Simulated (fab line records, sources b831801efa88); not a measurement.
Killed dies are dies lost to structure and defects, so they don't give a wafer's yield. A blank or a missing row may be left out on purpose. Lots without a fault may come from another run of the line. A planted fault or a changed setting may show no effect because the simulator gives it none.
fab line records | flow sky130 | part 2 of 2: steps 21 to 21 of 21
record lots=7 wafers=21 last_day=50
route steps=708 shown LI_CONTACT@383 LOCAL_INTERCONNECT@387 PAD_OPEN@708
lots that met no fault: from a run of the same line without faults
start_h: hours from the record's first day to the start of the lot's first wafer shown | wait_h: hours since the lot's step before | " the same as in the row above | L1.1+2: a row that stands for several wafers | - no value, or no start given | * or withheld: withheld | < > ~ a bound
route shown NAME@n: a module of which the file shows steps, and the number in the route of the first | usual: mean/standard deviation of fault-free wafers | same: alike in all rows | chamber/n: place in a boat | sites: the reading at each site | _std_site: their standard deviation | _edge_site: outer sites' mean less inner sites' | radius_mm: how far each site lies from the wafer's centre | mask NAME#n: copy n | behind: the tool/chamber that last shaped the wafer | hold: why the lot was held/for how many hours/how that ended | device: the transistor (n, p or np) that didn't switch | end of line: the same wafers' tests at the end of the route | a step without rows: its recipe alone | killed: dies lost to structure and defects at the first sort, not the wafer's yield | map: a wafer's dies, x killed, . not, _ none there
set.NAME: the setting as run; set.NAME@STEP: as run at that earlier step | model.NAME: the simulator's own value behind a step, which no gauge read
lots at some steps of the route; a table a step, a row a wafer
services: from which hour (start_h, from the record's first day; less than 0 if before it) a tool's chamber was out of use, for how many hours, and why
## steps
# step SKY_PAD_OPEN_PROBE_99
# usual killed_at_M0_to_M3=44/6 killed_at_M4_up=2.9/1.5 killed_at_contacts=24/4.9 killed_at_front_end=16/4.3 killed_at_other=0.3/0.54 killed_dies=87/8.7 killed_open=48/6.7 killed_short=39/5.9
# same gross_dies=492 killed_at_back_side=0
# columns lot.wafer tool chamber start_h wait_h killed_at_M0_to_M3 killed_at_M4_up killed_at_contacts killed_at_front_end killed_at_other killed_dies killed_open killed_short model.etest.res_li.line_ohm_um model.etest.mcon_chain.rc_ohm
L753.1 prober-02 - 1081.63 0.1 35 1 19 12 0 67 29 38 75.17 16.79
L753.3 prober-02 - 1081.73 0.2 50 6 24 16 0 96 57 39 75.2 16.58
L753.4 prober-02 - 1081.78 0.2 40 1 23 21 0 85 44 41 76.61 16.66
L755.1 prober-01 - 1095.48 0.1 42 3 26 13 0 84 48 36 74.32 16.94
L755.2 prober-01 - 1095.53 0.1 50 3 29 7 0 89 52 37 75.38 16.9
L755.5 prober-01 - 1095.68 0.2 43 3 26 14 0 86 43 43 74.56 17.2
L760.1 prober-01 - 1120.20 0.1 39 2 18 12 0 71 39 32 75.33 16.53
L760.2 prober-01 - 1120.25 0.1 33 3 18 16 0 70 38 32 75.77 16.81
L760.5 prober-01 - 1120.40 0.2 43 3 21 12 0 79 42 37 76.23 16.12
L765.2 prober-02 - 1147.72 0.1 43 1 27 19 1 91 52 39 74.19 16.26
L765.3 prober-02 - 1147.77 0.2 35 5 29 19 0 88 48 39 75.29 17.18
L765.6 prober-02 - 1147.92 0.2 44 2 22 20 0 88 51 37 73.69 16.07
L771.3 prober-02 - 1181.18 0.2 41 2 24 10 2 79 51 25 81.64 17.2
L771.4 prober-02 - 1181.23 0.2 50 2 28 8 1 89 54 30 83.06 17.89
L771.6 prober-02 - 1181.33 0.2 35 4 21 13 1 74 35 34 82.76 17.25
L772.1 prober-01 - 1186.68 0.1 37 2 30 11 1 81 45 33 83.5 17.74
L772.3 prober-01 - 1186.78 0.2 41 2 27 11 0 81 42 35 85.62 18.73
L772.4 prober-01 - 1186.83 0.2 46 3 35 17 0 101 56 42 84.7 18.45
L774.1 prober-01 - 1191.04 0.1 48 2 18 10 0 78 34 44 81.87 16.89
L774.2 prober-01 - 1191.09 0.1 50 5 20 22 0 97 56 40 82.22 16.93
L774.5 prober-01 - 1191.24 0.2 52 3 21 13 1 90 54 35 82.09 16.43
# killed by level:class
L753.1 VIA1:geometric_particle:open=8 METAL2:geometric_particle:short=6 VIA2:geometric_particle:open=6 LI_CONTACT:geometric_particle:open=5 LOCAL_INTERCONNECT:geometric_particle:short=5 VIA1:geometric_particle:short=5 CONTACT:geometric_particle:short=4 CONTACT:geometric_particle:open=4
L753.3 VIA1:geometric_particle:open=17 VIA1:geometric_particle:short=9 CONTACT:geometric_particle:open=9 VIA2:geometric_particle:open=9 LI_CONTACT:geometric_particle:open=7 POLY_GATE:geometric_particle:open=6 POLY_GATE:geometric_particle:short=4 FIELD_ISO:geometric_particle:short=3
L753.4 CONTACT:geometric_particle:open=12 VIA1:geometric_particle:open=9 VIA1:geometric_particle:short=7 FIELD_ISO:geometric_particle:short=6 VIA2:geometric_particle:open=5 FIELD_ISO:geometric_particle:open=4 POLY_GATE:geometric_particle:open=4 CONTACT:geometric_particle:short=4
L755.1 VIA1:geometric_particle:open=10 VIA3:geometric_particle:open=8 CONTACT:geometric_particle:open=8 METAL2:geometric_particle:short=6 VIA2:geometric_particle:open=6 FIELD_ISO:geometric_particle:short=5 LI_CONTACT:geometric_particle:open=5 LOCAL_INTERCONNECT:geometric_particle:short=5
L755.2 VIA3:geometric_particle:open=13 VIA1:geometric_particle:open=12 CONTACT:geometric_particle:open=11 METAL2:geometric_particle:short=8 LI_CONTACT:geometric_particle:open=7 CONTACT:geometric_particle:short=5 METAL1:geometric_particle:short=5 LOCAL_INTERCONNECT:geometric_particle:short=4
L755.5 LOCAL_INTERCONNECT:geometric_particle:short=8 CONTACT:geometric_particle:open=8 VIA1:geometric_particle:open=8 METAL1:geometric_particle:short=8 METAL2:geometric_particle:short=6 METAL3:geometric_particle:short=6 VIA3:geometric_particle:open=6 FIELD_ISO:geometric_particle:open=5
L760.1 VIA1:geometric_particle:open=12 CONTACT:geometric_particle:open=6 VIA3:geometric_particle:open=6 VIA2:geometric_particle:open=5 METAL2:geometric_particle:short=5 FIELD_ISO:geometric_particle:open=4 CONTACT:geometric_particle:short=4 METAL1:geometric_particle:short=3
L760.2 CONTACT:geometric_particle:open=8 VIA1:geometric_particle:open=8 LI_CONTACT:geometric_particle:open=6 VIA1:geometric_particle:short=6 POLY_GATE:geometric_particle:short=5 METAL1:geometric_particle:short=5 FIELD_ISO:geometric_particle:open=4 POLY_GATE:geometric_particle:open=3
L760.5 VIA1:geometric_particle:open=14 CONTACT:geometric_particle:open=7 METAL1:geometric_particle:short=6 CONTACT:geometric_particle:short=6 VIA1:geometric_particle:short=6 FIELD_ISO:geometric_particle:open=5 POLY_GATE:geometric_particle:short=4 LI_CONTACT:geometric_particle:open=4
L765.2 VIA1:geometric_particle:open=12 CONTACT:geometric_particle:open=11 LI_CONTACT:geometric_particle:open=7 VIA2:geometric_particle:open=7 FIELD_ISO:geometric_particle:short=6 VIA1:geometric_particle:short=5 METAL1:geometric_particle:short=5 FIELD_ISO:geometric_particle:open=4
L765.3 CONTACT:geometric_particle:open=11 VIA1:geometric_particle:open=9 LI_CONTACT:geometric_particle:open=7 METAL1:geometric_particle:short=6 POLY_GATE:geometric_particle:open=5 VIA2:geometric_particle:open=5 METAL4:geometric_particle:short=5 POLY_GATE:geometric_particle:short=4
L765.6 VIA1:geometric_particle:open=13 CONTACT:geometric_particle:open=7 METAL2:geometric_particle:short=7 LI_CONTACT:geometric_particle:open=6 CONTACT:geometric_particle:short=6 VIA3:geometric_particle:open=6 POLY_GATE:geometric_particle:open=5 VIA2:geometric_particle:open=4
L771.3 VIA1:geometric_particle:open=11 VIA2:geometric_particle:open=8 LI_CONTACT:geometric_particle:open=7 CONTACT:geometric_particle:open=7 VIA3:geometric_particle:open=6 VIA1:geometric_particle:short=4 POLY_GATE:geometric_particle:short=3 CONTACT:geometric_particle:short=3
L771.4 VIA1:geometric_particle:open=13 VIA3:geometric_particle:open=11 LI_CONTACT:geometric_particle:open=8 CONTACT:geometric_particle:open=8 VIA2:geometric_particle:open=7 METAL3:geometric_particle:short=6 METAL1:geometric_particle:short=5 LOCAL_INTERCONNECT:area_expose=5
L771.6 VIA3:geometric_particle:open=7 CONTACT:geometric_particle:open=6 FIELD_ISO:geometric_particle:short=4 LI_CONTACT:geometric_particle:open=4 LOCAL_INTERCONNECT:geometric_particle:short=4 METAL1:geometric_particle:short=4 VIA2:geometric_particle:open=4 POLY_GATE:geometric_particle:short=3
L772.1 CONTACT:geometric_particle:open=10 VIA1:geometric_particle:open=9 LI_CONTACT:geometric_particle:open=8 METAL2:geometric_particle:short=6 METAL3:geometric_particle:short=6 CONTACT:geometric_particle:short=5 FIELD_ISO:geometric_particle:open=4 VIA2:geometric_particle:open=4
L772.3 LI_CONTACT:geometric_particle:open=9 CONTACT:geometric_particle:open=8 METAL1:geometric_particle:short=6 VIA1:geometric_particle:open=6 VIA3:geometric_particle:open=6 VIA2:geometric_particle:short=5 VIA2:geometric_particle:open=5 METAL3:geometric_particle:short=4
L772.4 CONTACT:geometric_particle:open=14 VIA2:geometric_particle:open=10 METAL1:geometric_particle:short=8 LI_CONTACT:geometric_particle:open=6 VIA1:geometric_particle:short=6 FIELD_ISO:geometric_particle:open=5 LI_CONTACT:geometric_particle:short=5 VIA1:geometric_particle:open=5
L774.1 VIA1:geometric_particle:open=9 VIA1:geometric_particle:short=7 METAL2:geometric_particle:short=7 VIA3:geometric_particle:open=6 LI_CONTACT:geometric_particle:open=6 METAL3:geometric_particle:short=5 CONTACT:geometric_particle:open=4 VIA2:geometric_particle:short=4
L774.2 VIA1:geometric_particle:open=10 LI_CONTACT:geometric_particle:open=9 VIA2:geometric_particle:open=8 VIA3:geometric_particle:open=7 FIELD_ISO:geometric_particle:short=6 CONTACT:geometric_particle:open=6 VIA3:geometric_particle:short=6 FIELD_ISO:geometric_particle:open=5
L774.5 VIA1:geometric_particle:open=13 VIA3:geometric_particle:open=12 LI_CONTACT:geometric_particle:open=8 METAL1:geometric_particle:short=6 CONTACT:geometric_particle:open=5 VIA1:geometric_particle:short=5 VIA2:geometric_particle:open=5 FIELD_ISO:geometric_particle:short=4
## services
# columns tool chamber start_h hours kind
krf_scanner-01 - 663.03 1.0 pm
cvd_w-02 - 668.47 2.8 pm
plasma_asher-01 - 677.68 2.8 pm
cvd_w-01 - 683.83 4.3 repair
rie_metal-04 - 690.63 0.4 repair
plasma_asher-01 - 704.48 3.2 repair
cmp-02 - 709.11 0.5 repair
cmp-01 - 710.68 1.0 repair
krf_scanner-01 - 712.66 4.0 pm
krf_scanner-01 - 716.68 4.4 pm
plasma_asher-01 - 722.98 2.2 repair
plasma_asher-01 - 743.43 28.3 pm
cmp-01 - 747.72 4.0 pm
rie_metal-04 0 749.70 6.0 repair
cvd_w-01 0 750.18 1.9 repair
pvd_sputter-03 - 758.04 2.7 repair
krf_scanner-01 - 765.13 1.3 pm
cvd_w-01 - 770.92 6.0 pm
cmp-01 - 772.32 6.8 pm
krf_scanner-01 - 777.36 0.8 pm
cmp-01 - 786.59 1.8 repair
plasma_asher-01 - 790.51 2.7 repair
krf_scanner-01 - 828.58 0.4 repair
krf_scanner-01 - 832.03 1.0 pm
## key
first_sign step=SKY_LOCAL_INTERCONNECT_EXPOSE_08 reading=exposure_dose_mJ_cm2 direction=up sigmas=65 usual=* struck=*
effect step=SKY_LOCAL_INTERCONNECT_CD_MEAS_11 reading=cd_nm direction=down sigmas=14 usual=169.9 struck=153.1 through=control_loop
model_effect step=SKY_LOCAL_INTERCONNECT_ETCH_13 value=LOCAL_INTERCONNECT.cd_nm without=168.6 struck=153
model_effect step=SKY_LOCAL_INTERCONNECT_METAL_ETCH_14 value=LOCAL_INTERCONNECT.cd_nm without=168 struck=152.4
model_effect step=SKY_PAD_OPEN_PROBE_99 value=etest.res_li.line_ohm_um without=75.35 struck=83.05
met_at SKY_LOCAL_INTERCONNECT_EXPOSE_08
struck_wafers L771.3,L771.4,L771.6,L772.1,L772.3,L772.4,L774.1,L774.2,L774.5
tester_left_out L771,L772,L774
loop_trim step=SKY_LOCAL_INTERCONNECT_EXPOSE_08 setting=dose lots=L774
onset_between 788.63 840.53
fault kind=process_parameter_drift tool=krf_scanner-01 chamber=- onset_h=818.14 steps=SKY_LOCAL_INTERCONNECT_EXPOSE_08 channel=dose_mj offset=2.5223 shape=step acts_in=these_recipes_only stated=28
# tester_left_out: of these lots the tester's yield and bins aren't shown, on N5 and GAA mostly nor the transistor test; their killed dies are dies lost to structure and defects alone, not to doping, threshold or leakage, so they don't give the yield
# loop_trim: a control loop set the setting to another value than it would have without faults
